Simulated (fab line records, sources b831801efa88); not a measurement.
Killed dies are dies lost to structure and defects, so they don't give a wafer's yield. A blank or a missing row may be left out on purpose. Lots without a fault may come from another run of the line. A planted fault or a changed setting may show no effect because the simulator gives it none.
Chamber matching | flow sky130 | SKY_CONTACT_CMP_27 on cmp-02: 4 sister chambers
The step polishes, stops on SiO2, t overpolish 15 s, target thk 0 nm. 8 wafers are shown with their chamber, then 9 later ones without.

WAFERS WITH THEIR CHAMBER
wafer  | chamber | motor_current_A (A) | time_to_endpoint_s (s)
L496.3 | 3       | 12.1                | 82
L497.2 | 2       | 11.3                | 77
L497.6 | 2       | 10.6                | 75
L498.4 | 3       | 11.6                | 84
L498.5 | 0       | 9.9                 | 82
L509.1 | 1       | 12.6                | 81
L509.5 | 0       | 9.8                 | 81
L509.6 | 1       | 12.2                | 79

WAFERS WITHOUT THEIR CHAMBER
wafer  | motor_current_A (A) | time_to_endpoint_s (s)
L510.3 | 11.4                | 77
L510.4 | 11.1                | 75
L510.6 | 11.3                | 78
L511.3 | 10.3                | 81
L511.4 | 12.0                | 79
L511.6 | 12.0                | 80
L512.2 | 11.3                | 75
L512.3 | 11.6                | 76
L512.5 | 11.6                | 76

WHICH CHAMBER EACH WENT THROUGH
wafer  | from the rows above     | in truth
L510.3 | 2                       | 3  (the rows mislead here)
L510.4 | 2                       | 2
L510.6 | can't be placed: 2 or 1 | 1
L511.3 | 0                       | 0
L511.4 | can't be placed: 1 or 3 | 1
L511.6 | can't be placed: 1 or 3 | 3
L512.2 | 2                       | 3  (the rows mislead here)
L512.3 | 2                       | 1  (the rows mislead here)
L512.5 | 2                       | 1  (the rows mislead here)
Placed correctly: 2 of 9. Can't be placed from these rows: 3 (the true chamber is among the candidates in 3). Placed wrongly: 4.
How it was worked out, from the rows above alone: a wafer's distance from a chamber is the root of the sum, over the readings, of the square of ((its reading less the chamber's mean) divided by the reading's scatter). The wafer belongs to the nearest chamber; if the next one is less than 2 further off, it can't be placed. A chamber's mean is the mean of its shown wafers. The scatter: the root of (the sum of the squares of (reading less its chamber's mean) over the shown wafers, divided by (wafers less chambers)).
